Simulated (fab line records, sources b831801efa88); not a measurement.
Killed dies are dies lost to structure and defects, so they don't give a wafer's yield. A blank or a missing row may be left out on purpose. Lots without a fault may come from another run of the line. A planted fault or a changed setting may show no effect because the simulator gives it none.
A struck lot beside a sound one | flow gf180mcu | 17 steps out of a route of 602
Sound: wafers L549.1, L549.2, L549.6. Struck: wafers L536.1, L536.3, L536.4. The cause comes at the end.
At each step with rows: each side's tool, then ch and its chambers, then its first start. Under that, the readings that differ: sound wafers | struck wafers | difference of the means | sigmas: that difference in standard deviations of wafers without a fault.
alike: readings whose means differ by less than 2 such deviations, and words and numbers that are the same on both sides. not compared: withheld readings, readings that some wafer has no value for, bounds like >300 that may hide the same value, and numbers for which the record gives no deviation and whose values overlap.
The two part at a step that has a row with sigmas, a row that says differs or no value, or rows on one side only. Numbers that don't overlap but have no deviation are shown without sigmas and don't part them. A reading that every wafer of one side lacks parts them only if that side has two wafers or more.

first, 3 steps without rows for these wafers: GF_V4_EXPOSE_11 (exposes mask Via4, target cd 260 nm); GF_V4_PEB_12 (peb time 90 s); GF_V4_DEVELOP_13 (develop time 60 s).
GF_V4_CD_MEAS_14: target cd 260 nm.
  sound on cd_sem-02, day 31 02:05; struck on cd_sem-02, day 27 22:43
  alike: cd_nm
GF_V4_OVL_MEAS_15:
  sound on overlay-01, day 31 02:13; struck on overlay-01, day 27 22:50
  alike: V4_OVL
GF_V4_ETCH_16: etches BARC in N2/H2.
  sound on rie_diel-02 ch 0,1,2, day 31 02:15; struck on rie_diel-03 ch 0,1,2, day 27 22:53
  alike: drypump_motor_current_A, oes_product_au, rf_fwd_power_W, throttle_valve_pct
GF_V4_ETCH_17: etches SiO2 in C4F8/O2/Ar, stops on TiN, target depth 630 nm.
  sound on rie_diel-02 ch 0,1,2; struck on rie_diel-03 ch 0,1,2
  alike: oes_product_au, rf_fwd_power_W
GF_V4_STRIP_18: strips in O2/N2.
  sound on plasma_asher-02 ch 0,1, day 31 02:23; struck on plasma_asher-01 ch 0,1, day 27 23:01
  reading               | sound             | struck            | difference | sigmas
  oes_product_au (a.u.) | 0.591 0.586 0.585 | 0.601 0.591 0.600 | +0.010     | +2
  alike: drypump_motor_current_A, heater_power_w
  not compared: rf_hours_counter_h
then, 2 steps without rows for these wafers: GF_V4_STRIP_19 (strips in post etch residue remover, time 1200 s); GF_V4_CLEAN_20 (cleans in DIW).
GF_V4_SPUTTER_21: material Ti, target thk 15 nm, time 80.02 s.
  sound on pvd_sputter-02, day 31 02:55; struck on pvd_sputter-04, day 27 23:32
  alike: throttle_valve_pct
GF_V4_SPUTTER_22: material TiN, target thk 10 nm, time 40 s.
  sound on pvd_sputter-02, day 31 02:58; struck on pvd_sputter-04, day 27 23:36
  alike: throttle_valve_pct
GF_V4_CVD_23: deposits W, target thk 350 nm, time 104.9 s.
  sound on cvd_w-01 ch 0,1, day 31 03:01; struck on cvd_w-01 ch 0,1, day 27 23:38
  no value came back on the struck wafers for chamber_pressure_Torr (Torr), heater_power_outer_w (W), heater_power_w (W); on the sound wafers chamber_pressure_Torr (Torr) reads 40.22 39.88 40.10
GF_V4_RS_MEAS_24: measures by four-point-probe.
  sound on film_metro-04, day 31 03:07; struck on film_metro-04, day 27 23:45
  reading          | sound             | struck               | difference | sigmas
  V4_W_RS (ohm/sq) | 0.326 0.326 0.327 | 44.304 44.599 44.141 | +44.022    | +99 or more
GF_V4_THK_MEAS_25: measures by xrf.
  sound on film_metro-04, day 31 03:14; struck on film_metro-04, day 27 23:52
  not compared: V4_W_THK
GF_V4_CMP_26: polishes, stops on SiO2, t overpolish 15 s, target thk 0 nm.
  sound on cmp-01 ch 0,2, day 31 03:18; struck on cmp-01 ch 0,1,2, day 27 23:59
  reading                | sound    | struck | difference | sigmas
  time_to_endpoint_s (s) | 90 94 94 | 1 5 6  | -89        | -22
  alike: motor_current_A
-- the record jumps here: 4 days lie between the struck wafers' starts before and after (it left off in module V4 and takes up again in module PASSIVATION, whose first step shown is number 602 of the route) --
GF_PASSIVATION_PROBE_99:
  the record has rows for the struck wafers here (prober-01, day 32 03:13) and none for the sound ones

WHERE THEY PART
First at GF_V4_STRIP_18; last, within this record, at GF_PASSIVATION_PROBE_99.

WHY: what the simulator had put in
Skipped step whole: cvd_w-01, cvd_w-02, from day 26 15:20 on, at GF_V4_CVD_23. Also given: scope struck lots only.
